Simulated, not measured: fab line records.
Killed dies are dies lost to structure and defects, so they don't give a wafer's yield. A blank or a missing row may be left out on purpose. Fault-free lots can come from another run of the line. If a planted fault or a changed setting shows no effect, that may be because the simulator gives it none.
Which tool did it? / flow sky130 / 36 wafers from 12 lots sampled at 5 of the route's 708 steps

== WHAT THE GAUGES SHOWED, per wafer ==
The record lacks any reading of a measuring or inspecting step that a usual standard deviation could be used to judge.

== WHAT TOOL EACH LOT RAN ON (gives the tool, then ch and the chambers of the sampled wafers, and finally the start) ==
lot=L268; SKY_METAL2_ETCH_18=rie_metal-02 ch 0,1, day 35 08:11; SKY_VIA4_ETCH_12=rie_diel-04 ch 0,2,3, day 42 23:49; SKY_METAL5_SPUTTER_03=pvd_sputter-02, day 43 01:16; SKY_METAL5_SPUTTER_04=pvd_sputter-02, day 43 01:17; SKY_PAD_OPEN_PROBE_99=-
lot=L270; SKY_METAL2_ETCH_18=rie_metal-03 ch 0,1, day 35 13:02; SKY_VIA4_ETCH_12=rie_diel-03 ch 0,1,3, day 43 04:58; SKY_METAL5_SPUTTER_03=pvd_sputter-02, day 43 06:28; SKY_METAL5_SPUTTER_04=pvd_sputter-02, day 43 06:29; SKY_PAD_OPEN_PROBE_99=-
lot=L271; SKY_METAL2_ETCH_18=rie_metal-03 ch 1, day 36 07:31; SKY_VIA4_ETCH_12=rie_diel-03 ch 0,2, day 43 18:04; SKY_METAL5_SPUTTER_03=pvd_sputter-04, day 43 19:51; SKY_METAL5_SPUTTER_04=pvd_sputter-04, day 43 19:52; SKY_PAD_OPEN_PROBE_99=-
lot=L272; SKY_METAL2_ETCH_18=rie_metal-02 ch 0,1, day 36 13:56; SKY_VIA4_ETCH_12=rie_diel-01 ch 1,2,3, day 43 23:44; SKY_METAL5_SPUTTER_03=pvd_sputter-02, day 44 01:13; SKY_METAL5_SPUTTER_04=pvd_sputter-02, day 44 01:14; SKY_PAD_OPEN_PROBE_99=-
lot=L273; SKY_METAL2_ETCH_18=rie_metal-03 ch 0,1, day 37 00:14; SKY_VIA4_ETCH_12=rie_diel-04 ch 0,2, day 44 10:52; SKY_METAL5_SPUTTER_03=pvd_sputter-04, day 44 12:27; SKY_METAL5_SPUTTER_04=pvd_sputter-04, day 44 12:28; SKY_PAD_OPEN_PROBE_99=-
lot=L274; SKY_METAL2_ETCH_18=rie_metal-02 ch 0,1, day 37 02:47; SKY_VIA4_ETCH_12=rie_diel-01 ch 0,1,2, day 44 10:59; SKY_METAL5_SPUTTER_03=pvd_sputter-02, day 44 12:34; SKY_METAL5_SPUTTER_04=pvd_sputter-02, day 44 12:35; SKY_PAD_OPEN_PROBE_99=-
lot=L278; SKY_METAL2_ETCH_18=rie_metal-02 ch 0,1, day 38 09:56; SKY_VIA4_ETCH_12=rie_diel-01 ch 0,3, day 45 17:43; SKY_METAL5_SPUTTER_03=pvd_sputter-03, day 45 19:10; SKY_METAL5_SPUTTER_04=pvd_sputter-03, day 45 19:11; SKY_PAD_OPEN_PROBE_99=prober-01, day 48 09:08
lot=L285; SKY_METAL2_ETCH_18=rie_metal-03 ch 0,1, day 40 19:20; SKY_VIA4_ETCH_12=rie_diel-04 ch 0,1,3, day 47 13:25; SKY_METAL5_SPUTTER_03=pvd_sputter-03, day 47 14:57; SKY_METAL5_SPUTTER_04=pvd_sputter-03, day 47 14:58; SKY_PAD_OPEN_PROBE_99=-
lot=L287; SKY_METAL2_ETCH_18=rie_metal-04 ch 0,1, day 40 21:16; SKY_VIA4_ETCH_12=rie_diel-03 ch 1,2,3, day 47 16:11; SKY_METAL5_SPUTTER_03=pvd_sputter-02, day 47 17:41; SKY_METAL5_SPUTTER_04=pvd_sputter-02, day 47 17:42; SKY_PAD_OPEN_PROBE_99=-
lot=L289; SKY_METAL2_ETCH_18=rie_metal-02 ch 0,1, day 41 11:41; SKY_VIA4_ETCH_12=rie_diel-01 ch 0,1,2, day 48 03:22; SKY_METAL5_SPUTTER_03=pvd_sputter-03, day 48 05:07; SKY_METAL5_SPUTTER_04=pvd_sputter-03, day 48 05:08; SKY_PAD_OPEN_PROBE_99=-
lot=L290; SKY_METAL2_ETCH_18=rie_metal-02 ch 0,1, day 41 18:49; SKY_VIA4_ETCH_12=rie_diel-03 ch 1,2,3, day 48 10:56; SKY_METAL5_SPUTTER_03=pvd_sputter-04, day 48 12:28; SKY_METAL5_SPUTTER_04=pvd_sputter-04, day 48 12:29; SKY_PAD_OPEN_PROBE_99=-
lot=L291; SKY_METAL2_ETCH_18=rie_metal-04 ch 0,1, day 41 23:58; SKY_VIA4_ETCH_12=rie_diel-04 ch 1,2,3, day 48 13:25; SKY_METAL5_SPUTTER_03=pvd_sputter-02, day 48 14:58; SKY_METAL5_SPUTTER_04=pvd_sputter-02, day 48 14:59; SKY_PAD_OPEN_PROBE_99=-
- SKY_METAL2_ETCH_18: etches BARC in N2/H2, stops on SiO2, time 45.9 s, target depth 60 nm.
- SKY_VIA4_ETCH_12: etches SiO2 in C4F8/O2/Ar, stops on TiN, target depth 580 nm.
- SKY_METAL5_SPUTTER_03: material Ti, target thk 5 nm, time 3.3 s.
- SKY_METAL5_SPUTTER_04: material TiN, target thk 70 nm, time 58.3 s.
- SKY_PAD_OPEN_PROBE_99

== AS READ BY THE TOOLS THEMSELVES (means over the sampled wafers that have a number; for cases with no such wafer, the mark the record gives instead) ==
SKY_METAL2_ETCH_18. Usual: drypump_motor_current_A 5.44 A, standard deviation 0.29; h2_flow_sccm 200.1 sccm, standard deviation 0.61; oes_product_au 0.854 a.u., standard deviation 0.0043; throttle_valve_pct 13.224 %, standard deviation 0.009.
lot=L268; tool=rie_metal-02; drypump_motor_current_A (A)=5.33; h2_flow_sccm (sccm)=200.1; oes_product_au (a.u.)=0.852; throttle_valve_pct (%)=13.220; flag=
lot=L270; tool=rie_metal-03; drypump_motor_current_A (A)=5.71; h2_flow_sccm (sccm)=199.6; oes_product_au (a.u.)=0.853; throttle_valve_pct (%)=13.225; flag=
lot=L271; tool=rie_metal-03; drypump_motor_current_A (A)=5.75; h2_flow_sccm (sccm)=200.7; oes_product_au (a.u.)=0.859; throttle_valve_pct (%)=13.219; flag=
lot=L272; tool=rie_metal-02; drypump_motor_current_A (A)=5.36; h2_flow_sccm (sccm)=199.1; oes_product_au (a.u.)=0.854; throttle_valve_pct (%)=13.220; flag=
lot=L273; tool=rie_metal-03; drypump_motor_current_A (A)=5.68; h2_flow_sccm (sccm)=200.3; oes_product_au (a.u.)=0.852; throttle_valve_pct (%)=13.226; flag=
lot=L274; tool=rie_metal-02; drypump_motor_current_A (A)=5.21; h2_flow_sccm (sccm)=200.0; oes_product_au (a.u.)=0.855; throttle_valve_pct (%)=13.233; flag=
lot=L278; tool=rie_metal-02; drypump_motor_current_A (A)=5.22; h2_flow_sccm (sccm)=199.8; oes_product_au (a.u.)=0.857; throttle_valve_pct (%)=13.227; flag=
lot=L285; tool=rie_metal-03; drypump_motor_current_A (A)=5.69; h2_flow_sccm (sccm)=200.4; oes_product_au (a.u.)=0.854; throttle_valve_pct (%)=13.218; flag=
lot=L287; tool=rie_metal-04; drypump_motor_current_A (A)=5.41; h2_flow_sccm (sccm)=200.3; oes_product_au (a.u.)=0.851; throttle_valve_pct (%)=13.223; flag=
lot=L289; tool=rie_metal-02; drypump_motor_current_A (A)=5.34; h2_flow_sccm (sccm)=200.2; oes_product_au (a.u.)=0.854; throttle_valve_pct (%)=13.219; flag=
lot=L290; tool=rie_metal-02; drypump_motor_current_A (A)=5.24; h2_flow_sccm (sccm)=200.1; oes_product_au (a.u.)=0.852; throttle_valve_pct (%)=13.232; flag=
lot=L291; tool=rie_metal-04; drypump_motor_current_A (A)=5.43; h2_flow_sccm (sccm)=199.4; oes_product_au (a.u.)=0.851; throttle_valve_pct (%)=13.226; flag=

SKY_VIA4_ETCH_12. Usual: oes_product_au reads 0.925 a.u. (standard deviation 0.0045).
lot=L268; tool=rie_diel-04; oes_product_au (a.u.)=0.921; flag=
lot=L270; tool=rie_diel-03; oes_product_au (a.u.)=0.932; flag=
lot=L271; tool=rie_diel-03; oes_product_au (a.u.)=0.929; flag=
lot=L272; tool=rie_diel-01; oes_product_au (a.u.)=0.927; flag=
lot=L273; tool=rie_diel-04; oes_product_au (a.u.)=0.925; flag=
lot=L274; tool=rie_diel-01; oes_product_au (a.u.)=0.925; flag=
lot=L278; tool=rie_diel-01; oes_product_au (a.u.)=0.925; flag=
lot=L285; tool=rie_diel-04; oes_product_au (a.u.)=0.921; flag=
lot=L287; tool=rie_diel-03; oes_product_au (a.u.)=0.926; flag=
lot=L289; tool=rie_diel-01; oes_product_au (a.u.)=0.929; flag=
lot=L290; tool=rie_diel-03; oes_product_au (a.u.)=0.928; flag=
lot=L291; tool=rie_diel-04; oes_product_au (a.u.)=0.923; flag=

SKY_METAL5_SPUTTER_03. Usual: throttle_valve_pct reads 30.3 % (standard deviation 0.94).
lot=L268; tool=pvd_sputter-02; throttle_valve_pct (%)=29.6; flag=
lot=L270; tool=pvd_sputter-02; throttle_valve_pct (%)=29.7; flag=
lot=L271; tool=pvd_sputter-04; throttle_valve_pct (%)=30.5; flag=
lot=L272; tool=pvd_sputter-02; throttle_valve_pct (%)=30.0; flag=
lot=L273; tool=pvd_sputter-04; throttle_valve_pct (%)=31.0; flag=
lot=L274; tool=pvd_sputter-02; throttle_valve_pct (%)=30.0; flag=
lot=L278; tool=pvd_sputter-03; throttle_valve_pct (%)=30.4; flag=
lot=L285; tool=pvd_sputter-03; throttle_valve_pct (%)=30.7; flag=
lot=L287; tool=pvd_sputter-02; throttle_valve_pct (%)=30.3; flag=
lot=L289; tool=pvd_sputter-03; throttle_valve_pct (%)=30.6; flag=
lot=L290; tool=pvd_sputter-04; throttle_valve_pct (%)=30.1; flag=
lot=L291; tool=pvd_sputter-02; throttle_valve_pct (%)=29.5; flag=

SKY_METAL5_SPUTTER_04. Usual: throttle_valve_pct reads 30.3 % (standard deviation 0.93).
lot=L268; tool=pvd_sputter-02; throttle_valve_pct (%)=29.3; flag=
lot=L270; tool=pvd_sputter-02; throttle_valve_pct (%)=29.8; flag=
lot=L271; tool=pvd_sputter-04; throttle_valve_pct (%)=30.4; flag=
lot=L272; tool=pvd_sputter-02; throttle_valve_pct (%)=30.0; flag=
lot=L273; tool=pvd_sputter-04; throttle_valve_pct (%)=31.1; flag=
lot=L274; tool=pvd_sputter-02; throttle_valve_pct (%)=29.9; flag=
lot=L278; tool=pvd_sputter-03; throttle_valve_pct (%)=30.6; flag=
lot=L285; tool=pvd_sputter-03; throttle_valve_pct (%)=30.8; flag=
lot=L287; tool=pvd_sputter-02; throttle_valve_pct (%)=30.1; flag=
lot=L289; tool=pvd_sputter-03; throttle_valve_pct (%)=30.6; flag=
lot=L290; tool=pvd_sputter-04; throttle_valve_pct (%)=30.2; flag=
lot=L291; tool=pvd_sputter-02; throttle_valve_pct (%)=29.3; flag=

SKY_PAD_OPEN_PROBE_99. Usual: defect_limited_yield 82.0 %, standard deviation 2.1; killed_at_M0_to_M3 45, standard deviation 7; killed_at_M4_up 3.4, standard deviation 1.8; killed_at_contacts 24, standard deviation 5.4; killed_at_front_end 16, standard deviation 4.8; killed_at_other 0.4, standard deviation 0.62; killed_dies 89, standard deviation 10; killed_open 48, standard deviation 7.2; killed_short 40, standard deviation 6.3; sort_bin_3_pad_short 0.9 %, standard deviation 0.39; sort_bin_5_function 10.7 %, standard deviation 1.5; sort_bin_6_memory 6.4 %, standard deviation 1.1; sort_n_pass 403, standard deviation 10; sort_yield_pct 82.0 %, standard deviation 2.1.
lot=L278; tool=prober-01; defect_limited_yield (%)=78.7; killed_at_M0_to_M3=58; killed_at_M4_up=2.7; killed_at_contacts=25; killed_at_front_end=19; killed_at_other=0.0; killed_dies=105; killed_open=49; killed_short=40; sort_bin_3_pad_short (%)=1.5; sort_bin_5_function (%)=12.7; sort_bin_6_memory (%)=7.1; sort_n_pass=387; sort_yield_pct (%)=78.7; flag=

== THE ANSWER, worked out from the rows above alone ==
Rule: lot off if the mean of its wafers having a number is beyond 3 standard deviations from the usual mean. Also off: a lot with no number at a reading for which 4 or more lots have one. The other lots that the step has rows for count as sound. Order of review: gauges by route order, followed by the tools' own readings, for which a lot's mean as printed above is used. At the first step where some lot is off, the reading lying furthest off is the one used; lots without a number count as furthest.
No lot is off on any of the readings shown, so nothing can be concluded from this.

== WHAT THE SIMULATOR HAD PUT IN ==
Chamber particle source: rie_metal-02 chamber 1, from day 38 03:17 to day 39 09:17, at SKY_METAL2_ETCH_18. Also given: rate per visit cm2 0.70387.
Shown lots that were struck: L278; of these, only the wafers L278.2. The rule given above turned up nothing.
